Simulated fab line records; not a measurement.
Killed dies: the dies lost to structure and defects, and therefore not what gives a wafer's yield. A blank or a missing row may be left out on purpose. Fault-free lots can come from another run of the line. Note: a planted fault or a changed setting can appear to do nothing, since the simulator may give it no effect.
fab line records    flow sky130
[record] lots = 15  wafers = 45  last_day = 50
route steps=708 shown VT_ADJUST_LVTN@107 VT_ADJUST_PCH@150 GATE_OXIDE@194 POLY_GATE@218
lots that met no fault: taken from a fault-free run of the same line
start_h: start of the lot's first displayed wafer, in hours after the record's first day    wait_h: hours since the lot's step before    " the same as in the row above    L1.1+2: a row that stands for several wafers    - no value, or no start was given    * or withheld: withheld    < > ~ a bound
route shown NAME@n: names a module that has steps shown in the file, with the first one's number in the route    usual: the fault-free wafers' mean and standard deviation    same: alike in all rows    chamber/n: place in a boat    sites: each site's reading    _std_site: the values' standard deviation    _edge_site: outer sites' mean less inner sites'    radius_mm: how far each site lies from the wafer's centre    mask NAME#n: copy n    behind: the last tool/chamber to shape the wafer    hold: why the lot was held/for how many hours/how that ended    device: which transistor (n, p or np) failed to switch    end of line: tests of these same wafers at the route's end    a step without rows: its recipe alone    killed: at the first sort, the dies lost to defects and structure; wafer yield is something else    map: a wafer's dies, x killed, . not, _ none there
set.NAME: the setting as run; set.NAME@STEP: as run at that earlier step    model.NAME: the simulator's own value behind a step, which no gauge read
steps of the route over a sample of lots; a table a step, a row a wafer
services: when a tool's chamber went out of use (start_h, in hours from the record's first day, below 0 if earlier), for how many hours, and the reason
[[steps]]
[step SKY_VT_ADJUST_LVTN_TW_MEAS_10]
[usual] VT_ADJUST_LVTN_TW = 241/3.1
lot.wafer  tool           chamber  start_h  wait_h  VT_ADJUST_LVTN_TW
L567.1     film_metro-04  -        143.12   0.1     245
L567.2     "              -        "        "       245
L567.4     "              -        "        "       245
L568.2     film_metro-04  -        144.38   0.1     246
L568.3     "              -        "        "       243
L568.4     "              -        "        "       247
L569.1     film_metro-04  -        155.70   0.1     243
L569.2     "              -        "        "       245
L569.6     "              -        "        "       244
L570.1     film_metro-01  -        177.75   0.1     237
L570.3     "              -        "        "       239
L570.6     "              -        "        "       236
L571.1     film_metro-01  -        181.92   0.1     237
L571.5     "              -        "        "       236
L571.6     "              -        "        "       237
L575.4     film_metro-01  -        210.35   0.1     240
L575.5     "              -        "        "       240
L575.6     "              -        "        "       238
L577.1     film_metro-03  -        215.75   0.1     239
L577.4     "              -        "        "       239
L577.6     "              -        "        "       239
L579.3     film_metro-03  -        221.27   0.1     238
L579.5     "              -        "        "       239
L579.6     "              -        "        "       239
L580.2     film_metro-01  -        240.96   0.1     239
L580.3     "              -        "        "       239
L580.6     "              -        "        "       240
L581.1     film_metro-03  -        241.65   0.1     239
L581.2     "              -        "        "       237
L581.4     "              -        "        "       238
L582.1     film_metro-04  -        248.15   0.1     246
L582.2     "              -        "        "       246
L582.5     "              -        "        "       246
L583.2     film_metro-01  -        255.56   0.1     238
L583.4     "              -        "        "       240
L583.5     "              -        "        "       238
L586.1     film_metro-04  -        269.97   0.1     244
L586.2     "              -        "        "       244
L586.6     "              -        "        "       245
L587.1     film_metro-04  -        273.25   0.1     245
L587.5     "              -        "        "       244
L587.6     "              -        "        "       244
L589.1     film_metro-04  -        286.72   0.1     244
L589.5     "              -        "        "       244
L589.6     "              -        "        "       244
[step SKY_VT_ADJUST_PCH_OVL_MEAS_07]
[usual] VT_ADJUST_PCH_OVL = 0.5/1.4
lot.wafer  tool        chamber  start_h  wait_h  VT_ADJUST_PCH_OVL[nm]
L567.1     overlay-02  -        228.45   -       3.5
L567.2     "           -        "        "       1.2
L567.4     "           -        "        "       1.7
L568.2     overlay-01  -        228.89   -       -1.9
L568.3     "           -        "        "       -0.2
L568.4     "           -        "        "       -2.1
L569.1     overlay-02  -        242.99   -       -0.1
L569.2     "           -        "        "       0.0
L569.6     "           -        "        "       -1.0
L570.1     overlay-02  -        270.10   -       0.4
L570.3     "           -        "        "       0.2
L570.6     "           -        "        "       0.6
L571.1     overlay-02  -        272.25   -       0.7
L571.5     "           -        "        "       1.4
L571.6     "           -        "        "       3.3
L575.4     overlay-01  -        307.56   -       -0.6
L575.5     "           -        "        "       0.3
L575.6     "           -        "        "       0.0
L577.1     overlay-02  -        311.60   -       -0.9
L577.4     "           -        "        "       1.2
L577.6     "           -        "        "       0.8
L579.3     overlay-01  -        318.49   -       -0.1
L579.5     "           -        "        "       0.4
L579.6     "           -        "        "       -0.9
L580.2     overlay-02  -        341.24   -       0.2
L580.3     "           -        "        "       3.9
L580.6     "           -        "        "       2.3
L581.1     overlay-01  -        343.28   -       -2.8
L581.2     "           -        "        "       -0.4
L581.4     "           -        "        "       0.7
L582.1     overlay-02  -        349.35   -       -0.3
L582.2     "           -        "        "       0.3
L582.5     "           -        "        "       0.1
L583.2     overlay-02  -        358.60   -       0.6
L583.4     "           -        "        "       -0.7
L583.5     "           -        "        "       0.1
L586.1     overlay-02  -        376.98   -       1.0
L586.2     "           -        "        "       1.9
L586.6     "           -        "        "       2.4
L587.1     overlay-01  -        379.64   -       -0.9
L587.5     "           -        "        "       -0.3
L587.6     "           -        "        "       0.1
L589.1     overlay-02  -        395.68   -       0.5
L589.5     "           -        "        "       1.6
L589.6     "           -        "        "       0.6
[step SKY_GATE_OXIDE_EXPOSE_07]
[recipe] mask_id = LVOM  na = 0.6  source_shape = conventional  sigma_outer = 0.6  polarization = unpolarized  target_cd_nm = 600  dose_mj = 170
[usual] exposure_dose_mJ_cm2 = 170.01/0.14  focus_offset_nm = 0.0/0.55
lot.wafer  tool              chamber  start_h  wait_h  mask    exposure_dose_mJ_cm2  focus_offset_nm
L567.1     iline_stepper-02  0        294.18   -       LVOM#0  169.91                0.3
L567.2     "                 0        "        "       LVOM#0  169.98                -0.5
L567.4     "                 0        "        "       LVOM#0  169.88                0.8
L568.2     iline_stepper-01  0        298.13   -       LVOM#0  170.24                -0.7
L568.3     "                 0        "        "       LVOM#0  169.71                -0.7
L568.4     "                 0        "        "       LVOM#0  170.06                -0.3
L569.1     iline_stepper-01  0        312.93   -       LVOM#0  169.95                1.0
L569.2     "                 0        "        "       LVOM#0  170.08                0.6
L569.6     "                 0        "        "       LVOM#0  169.95                0.0
L570.1     iline_stepper-01  0        342.55   -       LVOM#0  169.90                0.6
L570.3     "                 0        "        "       LVOM#0  170.11                0.3
L570.6     "                 0        "        "       LVOM#0  169.92                -0.6
L571.1     iline_stepper-02  0        345.86   -       LVOM#0  170.00                0.1
L571.5     "                 0        "        "       LVOM#0  170.09                -0.4
L571.6     "                 0        "        "       LVOM#0  170.27                -0.7
L575.4     iline_stepper-02  0        384.98   -       LVOM#0  169.74                -0.2
L575.5     "                 0        "        "       LVOM#0  169.80                0.1
L575.6     "                 0        "        "       LVOM#0  169.85                -0.2
L577.1     iline_stepper-02  0        390.98   -       LVOM#0  170.19                -0.7
L577.4     "                 0        "        "       LVOM#0  170.42                -1.4
L577.6     "                 0        "        "       LVOM#0  170.10                -1.2
L579.3     iline_stepper-01  0        398.95   -       LVOM#0  170.10                0.0
L579.5     "                 0        "        "       LVOM#0  169.88                -0.3
L579.6     "                 0        "        "       LVOM#0  169.95                0.4
L580.2     iline_stepper-01  0        421.38   -       LVOM#0  169.96                0.3
L580.3     "                 0        "        "       LVOM#0  169.95                -0.2
L580.6     "                 0        "        "       LVOM#0  169.94                0.0
L581.1     iline_stepper-01  -        426.66   -       LVOM#0  -                     -
L581.2     "                 -        "        "       LVOM#0  -                     -
L581.4     "                 -        "        "       LVOM#0  -                     -
L582.1     iline_stepper-01  -        434.98   -       LVOM#0  -                     -
L582.2     "                 -        "        "       LVOM#0  -                     -
L582.5     "                 -        "        "       LVOM#0  -                     -
L583.2     iline_stepper-02  -        442.68   -       LVOM#0  -                     -
L583.4     "                 -        "        "       LVOM#0  -                     -
L583.5     "                 -        "        "       LVOM#0  -                     -
L586.1     iline_stepper-01  0        462.40   -       LVOM#0  169.78                -0.6
L586.2     "                 0        "        "       LVOM#0  169.94                -0.7
L586.6     "                 0        "        "       LVOM#0  170.13                -0.1
L587.1     iline_stepper-02  0        465.08   -       LVOM#0  169.92                -0.6
L587.5     "                 0        "        "       LVOM#0  170.06                -0.3
L587.6     "                 0        "        "       LVOM#0  169.89                -0.6
L589.1     iline_stepper-01  0        479.76   -       LVOM#0  170.21                0.5
L589.5     "                 0        "        "       LVOM#0  169.93                0.2
L589.6     "                 0        "        "       LVOM#0  170.25                -1.0
[step SKY_POLY_GATE_THK_MEAS_04]
[recipe] reads = Si3N4_of_POLY_GATE_CVD_03
[usual] POLY_GATE_CVD_03_THK = 75.3/0.88
lot.wafer  tool           chamber  start_h  wait_h  POLY_GATE_CVD_03_THK[nm]
L567.1     film_metro-02  -        339.12   0.0     74.9
L567.2     "              -        "        "       75.0
L567.4     "              -        "        "       74.8
L568.2     film_metro-04  -        343.33   0.0     74.6
L568.3     "              -        "        "       74.6
L568.4     "              -        "        "       74.7
L569.1     film_metro-04  -        360.30   0.0     74.1
L569.2     "              -        "        "       74.3
L569.6     "              -        "        "       74.3
L570.1     film_metro-02  -        389.05   0.0     74.6
L570.3     "              -        "        "       74.2
L570.6     "              -        "        "       74.6
L571.1     film_metro-04  -        394.45   0.0     74.4
L571.5     "              -        "        "       74.8
L571.6     "              -        "        "       74.5
L575.4     film_metro-02  -        434.91   0.0     76.9
L575.5     "              -        "        "       76.6
L575.6     "              -        "        "       76.1
L577.1     film_metro-02  -        440.67   0.0     76.8
L577.4     "              -        "        "       76.6
L577.6     "              -        "        "       76.5
L579.3     film_metro-03  -        452.64   0.0     76.8
L579.5     "              -        "        "       76.5
L579.6     "              -        "        "       75.9
L580.2     film_metro-03  -        472.67   0.0     76.3
L580.3     "              -        "        "       76.0
L580.6     "              -        "        "       75.7
L586.1     film_metro-04  -        514.24   0.0     74.6
L586.2     "              -        "        "       74.4
L586.6     "              -        "        "       74.7
L587.1     film_metro-02  -        522.23   0.0     74.6
L587.5     "              -        "        "       75.0
L587.6     "              -        "        "       74.4
L589.1     film_metro-03  -        532.05   0.0     75.2
L589.5     "              -        "        "       75.9
L589.6     "              -        "        "       75.6
[[services]]
tool              chamber  start_h  hours  kind
iline_stepper-01  -        323.65   4.6    repair
iline_stepper-02  0        329.45   -      calibration
iline_stepper-01  0        334.23   -      calibration
iline_stepper-01  -        394.73   1.7    pm
iline_stepper-01  -        458.39   1.0    repair
iline_stepper-02  -        461.07   1.7    pm
iline_stepper-02  -        468.79   1.6    repair
[[key]]
[first_sign] step = SKY_GATE_OXIDE_EXPOSE_07  reading = tool_record  direction = missing
effect none on later readings
met_at SKY_GATE_OXIDE_EXPOSE_07
struck_lots L581,L582,L583
later_rows_left_out L581.1,L581.2,L581.4,L582.1,L582.2,L582.5,L583.2,L583.4,L583.5
sort_left_out L581.1,L581.2,L581.4,L582.1,L582.2,L582.5,L583.2,L583.4,L583.5
tester_left_out L581,L582,L583
not_acting_at SKY_VT_ADJUST_LVTN_TW_MEAS_10,SKY_VT_ADJUST_PCH_OVL_MEAS_07,SKY_POLY_GATE_THK_MEAS_04
onset_between 421.38 426.66
[fault] kind = skipped_step_whole  tool = iline_stepper-01,iline_stepper-02  chamber = -  onset_h = 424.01  steps = SKY_GATE_OXIDE_EXPOSE_07  scope = struck_lots_only
// tester_left_out: of these lots the tester's yield and bins aren't shown, on N5 and GAA mostly nor the transistor test; their killed dies are dies lost to structure and defects alone, not to doping, threshold or leakage, so they don't give the yield
// sort_left_out: the simulated sort isn't trusted on such a fault, so these wafers' sort isn't shown, and their yield isn't known
// later_rows_left_out: the simulator's readings of these wafers behind a module that went badly wrong aren't trusted and aren't shown, but for the sort
